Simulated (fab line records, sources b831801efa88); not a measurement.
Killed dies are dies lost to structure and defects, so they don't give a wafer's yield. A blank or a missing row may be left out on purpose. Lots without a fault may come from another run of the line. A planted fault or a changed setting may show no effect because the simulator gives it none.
Which tool did it? | flow sky130 | 14 lots, 42 wafers sampled, at 5 steps of a route of 708

WHAT THE GAUGES READ, wafer by wafer
The record holds no reading of a measuring or inspecting step that can be judged against a usual standard deviation.

WHICH TOOL RAN EACH LOT (tool, then ch and the chambers of the sampled wafers, then the start)
lot  | SKY_POLY_GATE_STRIP_18               | SKY_LDD_LDN_IMPLANT_10          | SKY_SPACER_ETCHBACK_02             | SKY_POLY_CUT_STRIP_12                | SKY_PAD_OPEN_PROBE_99
L696 | plasma_asher-04 ch 0,1, day 16 20:52 | implanter-04 ch 0, day 23 07:35 | rie_diel-04 ch 0,1,3, day 23 09:25 | plasma_asher-02 ch 0,1, day 24 15:50 | -
L703 | plasma_asher-02 ch 0,1, day 19 12:11 | implanter-01 ch 0, day 25 21:59 | rie_diel-03 ch 0,2, day 26 01:01   | plasma_asher-04 ch 0,1, day 27 06:02 | prober-01, day 48 02:01
L704 | plasma_asher-03 ch 0,1, day 19 22:07 | implanter-04 ch 0, day 26 08:03 | rie_diel-03 ch 0,2, day 26 11:03   | plasma_asher-04 ch 0,1, day 27 16:14 | prober-02, day 48 05:16
L706 | plasma_asher-04 ch 0,1, day 20 18:20 | implanter-04 ch 0, day 27 02:24 | rie_diel-03 ch 0,1,2, day 27 05:10 | plasma_asher-02 ch 0,1, day 28 10:01 | prober-02, day 48 14:59
L708 | plasma_asher-04 ch 0, day 21 05:26   | implanter-03 ch 0, day 27 15:43 | rie_diel-01 ch 2,3, day 27 17:28   | plasma_asher-04 ch 0,1, day 28 22:31 | prober-02, day 48 22:29
L709 | plasma_asher-02 ch 0,1, day 21 17:48 | implanter-01 ch 0, day 28 01:08 | rie_diel-03 ch 1,3, day 28 02:52   | plasma_asher-04 ch 0,1, day 29 07:52 | prober-01, day 49 08:25
L711 | plasma_asher-02 ch 0,1, day 22 14:13 | implanter-03 ch 0, day 28 20:16 | rie_diel-01 ch 0,1,2, day 28 22:36 | plasma_asher-01 ch 0,1, day 30 03:08 | prober-01, day 49 19:35
L712 | plasma_asher-03 ch 0,1, day 23 02:35 | implanter-04 ch 0, day 29 12:14 | rie_diel-01 ch 1,3, day 29 14:32   | plasma_asher-04 ch 0,1, day 30 18:55 | prober-02, day 50 10:22
L713 | plasma_asher-03 ch 0,1, day 23 04:50 | implanter-01 ch 0, day 29 12:39 | rie_diel-03 ch 0,1, day 29 14:32   | plasma_asher-01 ch 0,1, day 30 19:11 | prober-01, day 50 11:25
L714 | plasma_asher-04 ch 0,1, day 23 06:11 | implanter-04 ch 0, day 29 12:50 | rie_diel-03 ch 1,3, day 29 15:44   | plasma_asher-04 ch 0,1, day 30 20:13 | prober-02, day 50 12:19
L715 | plasma_asher-03 ch 0,1, day 23 13:02 | implanter-01 ch 0, day 29 18:56 | rie_diel-03 ch 1,3, day 29 20:40   | plasma_asher-01 ch 0,1, day 31 01:40 | prober-01, day 50 13:08
L716 | plasma_asher-04 ch 0,1, day 24 01:35 | implanter-03 ch 0, day 30 07:14 | rie_diel-03 ch 1,2,3, day 30 09:01 | plasma_asher-04 ch 0,1, day 31 13:22 | prober-02, day 50 13:49
L717 | plasma_asher-03 ch 0, day 24 05:14   | implanter-03 ch 0, day 30 11:00 | rie_diel-04 ch 0,2,3, day 30 12:47 | plasma_asher-02 ch 0,1, day 31 16:56 | prober-01, day 50 21:11
L718 | plasma_asher-02 ch 0,1, day 24 17:46 | implanter-04 ch 0, day 30 22:55 | rie_diel-01 ch 0,2,3, day 31 01:35 | plasma_asher-02 ch 0,1, day 32 05:32 | prober-02, day 51 04:01
- SKY_POLY_GATE_STRIP_18: strips in O2/N2.
- SKY_LDD_LDN_IMPLANT_10
- SKY_SPACER_ETCHBACK_02: etches Si3N4 in CH3F/O2, stops on SiO2, time 46.7 s, target depth 45 nm.
- SKY_POLY_CUT_STRIP_12: strips in O2/N2.
- SKY_PAD_OPEN_PROBE_99

WHAT THE TOOLS THEMSELVES READ (means of the sampled wafers that have a number; where no wafer has one, the mark that the record gives instead)
SKY_POLY_GATE_STRIP_18. Usual: drypump_motor_current_A 5.7 A, standard deviation 0.55; n2_flow_sccm 300.0 sccm, standard deviation 0.99; oes_product_au 0.363 a.u., standard deviation 0.0045; strip_time_to_endpoint_s 3.206 s, standard deviation 0.029.
lot  | tool            | drypump_motor_current_A (A) | n2_flow_sccm (sccm) | oes_product_au (a.u.) | strip_time_to_endpoint_s (s) | flag
L696 | plasma_asher-04 | 5.7                         | 300.3               | 0.364                 | 3.197                        |
L703 | plasma_asher-02 | 5.1                         | 299.4               | 0.360                 | 3.217                        |
L704 | plasma_asher-03 | 6.0                         | 299.6               | 0.361                 | 3.236                        |
L706 | plasma_asher-04 | 6.2                         | 300.7               | 0.363                 | 3.227                        |
L708 | plasma_asher-04 | 6.6                         | 300.5               | 0.362                 | 3.182                        |
L709 | plasma_asher-02 | 5.3                         | 298.8               | 0.366                 | 3.221                        |
L711 | plasma_asher-02 | 5.1                         | 299.7               | 0.365                 | 3.214                        |
L712 | plasma_asher-03 | 6.0                         | 300.1               | 0.363                 | 3.217                        |
L713 | plasma_asher-03 | 6.0                         | 300.0               | 0.364                 | 3.188                        |
L714 | plasma_asher-04 | 6.2                         | 299.3               | 0.360                 | 3.210                        |
L715 | plasma_asher-03 | 6.0                         | 299.6               | 0.363                 | 3.219                        |
L716 | plasma_asher-04 | 5.7                         | 300.7               | 0.362                 | 3.171                        |
L717 | plasma_asher-03 | 6.0                         | 300.5               | 0.363                 | 3.202                        |
L718 | plasma_asher-02 | 5.4                         | 298.8               | 0.365                 | 3.204                        |

SKY_LDD_LDN_IMPLANT_10. Usual: dose_ions_cm2 1.2501e+13, standard deviation 1.4e+10; faraday_current_uA 70.4, standard deviation 1.5.
lot  | tool         | dose_ions_cm2 | faraday_current_uA | flag
L696 | implanter-04 | 1.2491e+13    | 71.0               |
L703 | implanter-01 | 1.2491e+13    | 70.6               |
L704 | implanter-04 | 8.5417e+12    | 48.2               | OFF
L706 | implanter-04 | 8.5317e+12    | 47.8               | OFF
L708 | implanter-03 | 1.2516e+13    | 68.7               |
L709 | implanter-01 | 1.2499e+13    | 71.1               |
L711 | implanter-03 | 1.2492e+13    | 70.4               |
L712 | implanter-04 | 1.2483e+13    | 72.2               |
L713 | implanter-01 | 1.2503e+13    | 70.7               |
L714 | implanter-04 | 1.2515e+13    | 69.3               |
L715 | implanter-01 | 1.2514e+13    | 69.7               |
L716 | implanter-03 | 1.2503e+13    | 71.1               |
L717 | implanter-03 | 1.2503e+13    | 70.5               |
L718 | implanter-04 | 1.2508e+13    | 69.0               |

SKY_SPACER_ETCHBACK_02. Usual: drypump_motor_current_A 5.8 A, standard deviation 0.5; oes_product_au 0.856 a.u., standard deviation 0.0069; throttle_valve_pct 10.561 %, standard deviation 0.0093.
lot  | tool        | drypump_motor_current_A (A) | oes_product_au (a.u.) | throttle_valve_pct (%) | flag
L696 | rie_diel-04 | 5.5                         | 0.854                 | 10.571                 |
L703 | rie_diel-03 | 5.7                         | 0.859                 | 10.552                 |
L704 | rie_diel-03 | 5.7                         | 0.845                 | 10.568                 |
L706 | rie_diel-03 | 5.9                         | 0.855                 | 10.560                 |
L708 | rie_diel-01 | 6.6                         | 0.859                 | 10.563                 |
L709 | rie_diel-03 | 5.6                         | 0.848                 | 10.565                 |
L711 | rie_diel-01 | 6.0                         | 0.851                 | 10.561                 |
L712 | rie_diel-01 | 5.6                         | 0.858                 | 10.567                 |
L713 | rie_diel-03 | 5.8                         | 0.862                 | 10.569                 |
L714 | rie_diel-03 | 5.9                         | 0.849                 | 10.564                 |
L715 | rie_diel-03 | 5.5                         | 0.858                 | 10.558                 |
L716 | rie_diel-03 | 5.7                         | 0.859                 | 10.552                 |
L717 | rie_diel-04 | 5.7                         | 0.849                 | 10.556                 |
L718 | rie_diel-01 | 6.4                         | 0.852                 | 10.547                 |

SKY_POLY_CUT_STRIP_12. Usual: drypump_motor_current_A 5.6 A, standard deviation 0.65; n2_flow_sccm 300.0 sccm, standard deviation 0.89; oes_product_au 0.452 a.u., standard deviation 0.004; strip_time_to_endpoint_s 5.359 s, standard deviation 0.015.
lot  | tool            | drypump_motor_current_A (A) | n2_flow_sccm (sccm) | oes_product_au (a.u.) | strip_time_to_endpoint_s (s) | flag
L696 | plasma_asher-02 | 5.3                         | 300.7               | 0.455                 | 5.351                        |
L703 | plasma_asher-04 | 6.2                         | 299.8               | 0.453                 | 5.363                        |
L704 | plasma_asher-04 | 5.7                         | 300.7               | 0.459                 | 5.363                        |
L706 | plasma_asher-02 | 5.3                         | 300.5               | 0.453                 | 5.371                        |
L708 | plasma_asher-04 | 6.2                         | 300.3               | 0.451                 | 5.346                        |
L709 | plasma_asher-04 | 5.7                         | 299.6               | 0.451                 | 5.357                        |
L711 | plasma_asher-01 | 5.3                         | 298.9               | 0.453                 | 5.376                        |
L712 | plasma_asher-04 | 5.7                         | 300.7               | 0.448                 | 5.341                        |
L713 | plasma_asher-01 | 5.3                         | 300.8               | 0.451                 | 5.357                        |
L714 | plasma_asher-04 | 6.2                         | 299.8               | 0.451                 | 5.369                        |
L715 | plasma_asher-01 | 5.7                         | 299.9               | 0.450                 | 5.357                        |
L716 | plasma_asher-04 | 5.7                         | 300.0               | 0.452                 | 5.365                        |
L717 | plasma_asher-02 | 5.1                         | 299.3               | 0.454                 | 5.348                        |
L718 | plasma_asher-02 | 5.3                         | 301.0               | 0.453                 | 5.360                        |

SKY_PAD_OPEN_PROBE_99. Usual: killed_at_M0_to_M3 44, standard deviation 6.2; killed_at_M4_up 3.3, standard deviation 1.7; killed_at_contacts 24, standard deviation 4.9; killed_at_front_end 16, standard deviation 5; killed_at_other 0.3, standard deviation 0.48; killed_dies 88, standard deviation 9; killed_open 48, standard deviation 7; killed_short 39, standard deviation 6.1.
lot  | tool      | killed_at_M0_to_M3 | killed_at_M4_up | killed_at_contacts | killed_at_front_end | killed_at_other | killed_dies | killed_open | killed_short | flag
L703 | prober-01 | 49                 | 3.3             | 20                 | 15                  | 0.0             | 87          | 46          | 40           |
L704 | prober-02 | 42                 | 3.3             | 21                 | 17                  | 0.7             | 85          | 47          | 36           |
L706 | prober-02 | 45                 | 3.0             | 23                 | 20                  | 0.7             | 91          | 54          | 37           |
L708 | prober-02 | 41                 | 2.0             | 27                 | 13                  | 0.0             | 82          | 44          | 38           |
L709 | prober-01 | 39                 | 2.7             | 20                 | 22                  | 0.7             | 84          | 44          | 37           |
L711 | prober-01 | 42                 | 3.0             | 21                 | 19                  | 0.3             | 85          | 47          | 38           |
L712 | prober-02 | 43                 | 4.0             | 21                 | 16                  | 0.5             | 84          | 45          | 38           |
L713 | prober-01 | 48                 | 4.0             | 22                 | 16                  | 0.0             | 90          | 45          | 45           |
L714 | prober-02 | 56                 | 4.0             | 35                 | 18                  | 0.0             | 113         | 55          | 56           |
L715 | prober-01 | 49                 | 3.7             | 25                 | 15                  | 0.3             | 93          | 52          | 40           |
L716 | prober-02 | 47                 | 4.0             | 25                 | 14                  | 0.3             | 91          | 48          | 42           |
L717 | prober-01 | 43                 | 3.7             | 31                 | 14                  | 0.0             | 91          | 47          | 44           |
L718 | prober-02 | 43                 | 3.0             | 26                 | 15                  | 0.0             | 87          | 58          | 29           |

THE ANSWER, worked out from the rows above alone
Rule: a lot is off if the mean of its wafers that have a number lies more than 3 standard deviations from the usual mean. A lot without any number at a reading at which 4 lots or more have one is off too. The other lots that the step has rows for count as sound. The gauges are gone through in route order, then the tools' own readings, and for those a lot's mean is taken as printed above. The first step at which some lot is off is used, and at that step the reading that is off furthest; a lot without a number counts as furthest.
Off: L704, L706, at SKY_LDD_LDN_IMPLANT_10 (dose_ions_cm2).
A tool fits if, at that step or a process step before it, it ran every lot that is off, and no sound lot after the first of them. None of those tried fits.

WHAT THE SIMULATOR HAD PUT IN
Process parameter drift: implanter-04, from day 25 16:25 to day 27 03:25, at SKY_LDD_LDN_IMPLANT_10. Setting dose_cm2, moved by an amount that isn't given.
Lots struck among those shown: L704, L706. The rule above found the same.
